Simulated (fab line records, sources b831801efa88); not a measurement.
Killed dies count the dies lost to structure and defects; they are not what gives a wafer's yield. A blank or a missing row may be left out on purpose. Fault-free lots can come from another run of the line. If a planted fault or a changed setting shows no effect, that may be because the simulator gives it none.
One fault seen from 2 desks || flow sky130 || each desk holds nothing but its own numbers, with what lay behind them at the end

== THE TOOL OWNER'S DESK: implanter-02 ==
The tool's own readings at SKY_LDD_HVP_IMPLANT_08: means of the sampled wafers that have a number, for each lot that ran on this tool. Any lot whose mean is over 4 standard deviations away from the usual mean is out of limits and marked OUT; that distance is given in the brackets.
Columns: A = dose-ions-cm2 at SKY_LDD_HVP_IMPLANT_08, usual 1.7003e+13; B = faraday-current-uA at SKY_LDD_HVP_IMPLANT_08, usual 95.7
{"lot": "L743", "first seen here": "day 23 00:00", "A": 1.6986e+13, "B": 94.8}
{"lot": "L745", "first seen here": "day 23 01:30", "A": 1.6995e+13, "B": 94.8}
{"lot": "L747", "first seen here": "day 23 21:50", "A": 1.7004e+13, "B": 95.6}
{"lot": "L749", "first seen here": "day 24 17:15", "A": "1.4648e+13 (-99 or more) OUT", "B": "83.3 (-6.5) OUT"}
{"lot": "L751", "first seen here": "day 25 15:20", "A": "1.4668e+13 (-99 or more) OUT", "B": "81.5 (-7.5) OUT"}
{"lot": "L759", "first seen here": "day 28 11:10", "A": 1.7013e+13, "B": 96.1}
{"lot": "L762", "first seen here": "day 29 04:34", "A": 1.7026e+13, "B": 97.2}
This desk's verdict: out of limits on L749, L751, starting with L749 at day 24 17:15 (dose-ions-cm2 at SKY_LDD_HVP_IMPLANT_08). L743, L745, L747, L759, L762 stayed within limits.

== THE METROLOGY DESK ==
What the gauges read for every lot (on any tool): the sampled wafers with a number, averaged. Any lot whose mean is over 4 standard deviations away from the usual mean is out of limits and marked OUT; that distance is given in the brackets.
Columns: A = GATE_OXIDE_OXIDATION_00_THK at SKY_GATE_OXIDE_THK_MEAS_02, usual 10.26 nm; B = POLY_GATE_CVD_03_THK at SKY_POLY_GATE_THK_MEAS_04, usual 74.7 nm; C = POLY_GATE_OXIDATION_THK at SKY_POLY_GATE_THK_MEAS_21, usual 3.95 nm; D = LDD_HVP_TW at SKY_LDD_HVP_TW_MEAS_10, usual 459.8
{"lot": "L742", "first seen here": "day 13 15:53", "A": 10.41, "B": 74.6, "C": 3.93, "D": 459.1}
{"lot": "L743", "first seen here": "day 13 22:52", "A": 10.34, "B": 75.7, "C": 4.00, "D": 460.9}
{"lot": "L745", "first seen here": "day 14 05:44", "A": 10.18, "B": 75.2, "C": 3.95, "D": 459.0}
{"lot": "L746", "first seen here": "day 14 22:04", "A": 10.12, "B": 73.3, "C": 3.93, "D": 459.3}
{"lot": "L747", "first seen here": "day 14 22:04", "A": 10.34, "B": 74.3, "C": 3.86, "D": 458.6}
{"lot": "L749", "first seen here": "day 15 12:03", "A": 10.25, "B": 74.0, "C": 3.87, "D": "438.4 (-11) OUT"}
{"lot": "L751", "first seen here": "day 16 08:50", "A": 10.53, "B": 73.9, "C": 4.00, "D": "436.3 (-12) OUT"}
{"lot": "L757", "first seen here": "day 18 13:38", "A": 10.10, "B": 74.6, "C": 4.02, "D": 459.1}
{"lot": "L758", "first seen here": "day 18 22:13", "A": 10.43, "B": 74.2, "C": 4.00, "D": 458.6}
{"lot": "L759", "first seen here": "day 19 08:50", "A": 10.04, "B": 75.2, "C": 4.00, "D": 460.2}
{"lot": "L760", "first seen here": "day 19 19:17", "A": 10.14, "B": 74.6, "C": 3.97, "D": 461.1}
{"lot": "L761", "first seen here": "day 20 02:31", "A": 10.05, "B": 75.3, "C": 3.97, "D": 459.8}
{"lot": "L762", "first seen here": "day 20 04:52", "A": 10.15, "B": 75.1, "C": 4.07, "D": 461.6}
Finding of this desk: L749, L751 out of limits, first seen on L749 at day 24 17:29 (LDD_HVP_TW at SKY_LDD_HVP_TW_MEAS_10). L742, L743, L745, L746, L747, L757, L758, L759, L760, L761, L762 stayed within limits.

== BROUGHT TOGETHER ==
On L749, L751, at day 24 17:15, an alarm was possible from the tool owner's desk.
L749, L751 would have let the metrology desk raise an alarm at day 24 17:29.
All the named lots went through SKY_LDD_HVP_IMPLANT_08 on implanter-02.

== WHAT THE SIMULATOR HAD PUT IN ==
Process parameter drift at SKY_LDD_HVP_IMPLANT_08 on implanter-02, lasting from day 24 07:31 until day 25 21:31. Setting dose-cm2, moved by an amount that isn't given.
Struck lots among those shown: L749, L751.
Fault start to first reading out of limits, in hours, per desk: tool owner, 10; metrology, 10.
